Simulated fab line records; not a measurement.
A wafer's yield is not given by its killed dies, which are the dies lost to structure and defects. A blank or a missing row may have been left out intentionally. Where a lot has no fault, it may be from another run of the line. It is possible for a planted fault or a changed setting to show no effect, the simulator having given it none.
Which tool is to blame? -- flow sky130 -- 24 lots, 72 wafers sampled, at 4 steps of a route of 708

== WHAT THE GAUGES READ, wafer by wafer ==
SKY_VIA3_THK_MEAS_23: measures by xrf. Usual: for VIA3_W_THK the level is 398 nm and the standard deviation is 5.4.
lot,measured,on,VIA3_W_THK (nm),flag
L074,day 39 14:53,filmMetro-02,399 399 402,
L075,day 40 00:59,filmMetro-01,388 390 387,
L076,day 41 04:19,filmMetro-02,406 404 400,
L077,day 41 05:29,filmMetro-01,402 398 407,
L079,day 41 09:35,filmMetro-03,407 404 405,
L078,day 41 11:34,filmMetro-01,396 393 399,
L080,day 41 11:45,filmMetro-03,397 396 390,
L081,day 41 15:00,filmMetro-03,388 392 396,
L082,day 42 08:05,filmMetro-01,398 395 397,
L083,day 42 09:59,filmMetro-03,393 389 392,
L085,day 42 18:35,filmMetro-03,394 396 400,
L084,day 42 19:16,filmMetro-02,394 399 402,
L086,day 43 08:55,filmMetro-02,399 404 401,
L089,day 44 10:09,filmMetro-01,391 390 387,
L087,day 44 13:27,filmMetro-02,401 408 398,
L088,day 44 13:40,filmMetro-01,389 398 391,
L090,day 44 13:44,filmMetro-03,393 396 396,
L091,day 44 15:04,filmMetro-03,396 396 399,
L092,day 44 18:02,filmMetro-03,395 399 395,
L093,day 44 19:12,filmMetro-03,402 407 406,
L094,day 45 06:34,filmMetro-01,387 389 396,
L095,day 45 12:01,filmMetro-03,407 413 401,
L096,day 45 15:54,filmMetro-02,397 396 398,
L097,day 45 18:19,filmMetro-02,399 397 403,

SKY_METAL4_OVL_MEAS_14. Usual: for METAL4_OVL the level is 2 nm and the standard deviation is 6.1.
lot,measured,on,METAL4_OVL (nm),flag
L074,day 41 17:11,overlay-01,8 4 0,
L075,day 42 02:29,overlay-01,-2 -1 -8,
L076,day 43 03:20,overlay-02,10 9 10,
L077,day 43 04:23,overlay-02,6 7 10,
L079,day 43 09:20,overlay-02,-1 6 6,
L078,day 43 10:17,overlay-01,0 -3 -2,
L080,day 43 10:47,overlay-02,4 1 1,
L081,day 43 13:07,overlay-02,-16 -12 -13,
L082,day 44 04:58,overlay-01,12 7 7,
L083,day 44 08:25,overlay-02,-1 3 -1,
L085,day 44 15:58,overlay-01,6 8 4,
L084,day 44 17:10,overlay-01,8 8 7,
L086,day 45 05:04,overlay-02,6 8 1,
L089,day 46 06:52,overlay-02,3 6 3,
L087,day 46 08:35,overlay-01,-3 -3 -6,
L088,day 46 09:37,overlay-01,3 4 8,
L090,day 46 10:02,overlay-01,9 0 0,
L091,day 46 10:18,overlay-01,-1 6 -2,
L092,day 46 12:48,overlay-02,11 13 15,
L093,day 46 13:30,overlay-01,7 -2 2,
L094,day 47 01:20,overlay-02,-2 -2 -5,
L095,day 47 05:50,overlay-01,-5 -3 -11,
L096,day 47 09:48,overlay-01,-6 -9 -6,
L097,day 47 12:40,overlay-01,1 -2 -2,

== WHICH TOOL RAN EACH LOT (tool, then ch and the chambers of the sampled wafers, then the start) ==
lot,SKY_CAP2M_SPUTTER_02,SKY_CAP2M_METAL_ETCH_13
L074,"pvdSputter-02, day 39 15:28","rieMetal-04 ch 0,1, day 40 15:53"
L075,"pvdSputter-02, day 40 01:34","rieMetal-01 ch 1, day 41 01:59"
L076,"pvdSputter-01, day 41 04:55","rieMetal-01 ch 1, day 42 04:14"
L077,"pvdSputter-02, day 41 06:04","rieMetal-04 ch 1, day 42 05:08"
L079,"pvdSputter-02, day 41 10:11","rieMetal-01 ch 0,1, day 42 09:30"
L078,"pvdSputter-01, day 41 12:09","rieMetal-01 ch 0,1, day 42 11:14"
L080,"pvdSputter-02, day 41 12:21","rieMetal-02 ch 0,1, day 42 11:29"
L081,"pvdSputter-01, day 41 15:36","rieMetal-01 ch 0,1, day 42 14:11"
L082,"pvdSputter-01, day 42 08:40","rieMetal-04 ch 0,1, day 43 06:27"
L083,"pvdSputter-03, day 42 10:34","rieMetal-01 ch 0,1, day 43 09:20"
L085,"pvdSputter-02, day 42 19:17","rieMetal-04 ch 0,1, day 43 17:02"
L084,"pvdSputter-01, day 42 19:53","rieMetal-04 ch 0,1, day 43 18:06"
L086,"pvdSputter-02, day 43 09:31","rieMetal-02 ch 0,1, day 44 07:11"
L089,"pvdSputter-01, day 44 10:44","rieMetal-04 ch 0,1, day 45 08:47"
L087,"pvdSputter-01, day 44 14:07","rieMetal-01 ch 0,1, day 45 11:08"
L088,"pvdSputter-01, day 44 14:14","rieMetal-04 ch 0,1, day 45 11:25"
L090,"pvdSputter-03, day 44 14:25","rieMetal-01 ch 0,1, day 45 11:41"
L091,"pvdSputter-01, day 44 15:38","rieMetal-01 ch 0,1, day 45 13:16"
L092,"pvdSputter-01, day 44 18:37","rieMetal-01 ch 0,1, day 45 15:52"
L093,"pvdSputter-02, day 44 19:47","rieMetal-04 ch 0,1, day 45 16:19"
L094,"pvdSputter-01, day 45 07:08","rieMetal-01 ch 0,1, day 46 04:05"
L095,"pvdSputter-01, day 45 12:36","rieMetal-01 ch 0,1, day 46 09:36"
L096,"pvdSputter-03, day 45 16:31","rieMetal-04 ch 0,1, day 46 12:43"
L097,"pvdSputter-03, day 45 18:55","rieMetal-01 ch 0,1, day 46 15:57"
- SKY_CAP2M_SPUTTER_02: material TiN, target thk 200 nm, time 166.7 s.
- SKY_CAP2M_METAL_ETCH_13: etches TiN in Cl2/BCl3, stops on SiO2, target depth 220 nm, time 62.9 s.

== WHAT THE TOOLS THEMSELVES READ (means of the sampled wafers that have a number; where no wafer has one, the mark that the record gives instead) ==
SKY_CAP2M_SPUTTER_02. Usual: substrateTempC 300.03 C, standard deviation 0.21; throttleValvePct 30.3 %, standard deviation 0.99.
lot,tool,substrateTempC (C),throttleValvePct (%),flag
L074,pvdSputter-02,299.92,30.8,
L075,pvdSputter-02,300.13,30.7,
L076,pvdSputter-01,300.08,29.6,
L077,pvdSputter-02,300.13,30.7,
L079,pvdSputter-02,299.91,31.1,
L078,pvdSputter-01,300.06,30.3,
L080,pvdSputter-02,300.17,30.5,
L081,pvdSputter-01,300.02,29.6,
L082,pvdSputter-01,300.01,29.6,
L083,pvdSputter-03,299.93,30.9,
L085,pvdSputter-02,300.37,30.8,
L084,pvdSputter-01,300.07,29.2,
L086,pvdSputter-02,299.87,30.6,
L089,pvdSputter-01,300.10,29.9,
L087,pvdSputter-01,300.04,29.7,
L088,pvdSputter-01,300.05,30.0,
L090,pvdSputter-03,300.14,30.2,
L091,pvdSputter-01,299.94,30.2,
L092,pvdSputter-01,300.02,29.0,
L093,pvdSputter-02,300.08,30.6,
L094,pvdSputter-01,299.91,29.7,
L095,pvdSputter-01,299.88,30.2,
L096,pvdSputter-03,300.10,30.8,
L097,pvdSputter-03,299.82,30.6,

SKY_CAP2M_METAL_ETCH_13. Usual: drypumpMotorCurrentA 5.5 A, standard deviation 0.53; oesProductAu 0.939 a.u., standard deviation 0.0082; throttleValvePct 21.901 %, standard deviation 0.0095.
lot,tool,drypumpMotorCurrentA (A),oesProductAu (a.u.),throttleValvePct (%),flag
L074,rieMetal-04,5.1,0.934,21.897,
L075,rieMetal-01,6.2,0.933,21.909,
L076,rieMetal-01,6.2,0.933,21.908,
L077,rieMetal-04,5.0,0.937,21.904,
L079,rieMetal-01,5.8,0.947,21.888,
L078,rieMetal-01,5.5,0.936,21.908,
L080,rieMetal-02,5.9,0.950,21.896,
L081,rieMetal-01,5.8,0.931,21.912,
L082,rieMetal-04,5.1,0.942,21.904,
L083,rieMetal-01,5.8,0.944,21.887,
L085,rieMetal-04,5.1,0.941,21.904,
L084,rieMetal-04,5.1,0.937,21.902,
L086,rieMetal-02,5.9,0.951,21.892,
L089,rieMetal-04,5.1,0.943,21.909,
L087,rieMetal-01,5.5,0.949,21.888,
L088,rieMetal-04,5.0,0.934,21.902,
L090,rieMetal-01,5.5,0.941,21.901,
L091,rieMetal-01,5.5,0.925,21.903,
L092,rieMetal-01,5.5,0.940,21.906,
L093,rieMetal-04,5.0,0.943,21.905,
L094,rieMetal-01,5.5,0.935,21.899,
L095,rieMetal-01,5.8,0.938,21.892,
L096,rieMetal-04,5.1,0.950,21.894,
L097,rieMetal-01,5.5,0.948,21.904,

== THE ANSWER, worked out from the rows above alone ==
Rule: a lot is off if the mean of its wafers that have a number lies more than 3 standard deviations from the usual mean. Also off: a lot with no number at a reading for which 4 or more lots have one. All remaining lots with rows at the step are treated as sound. After the gauges, taken in route order, come the tools' own readings; for these a lot's mean is taken, as printed above. The first step at which some lot is off is used, and at that step the reading that is off furthest; a lot without a number counts as furthest.
Across all readings shown, no lot is off: no conclusion can be drawn from this.

== WHAT THE SIMULATOR HAD PUT IN ==
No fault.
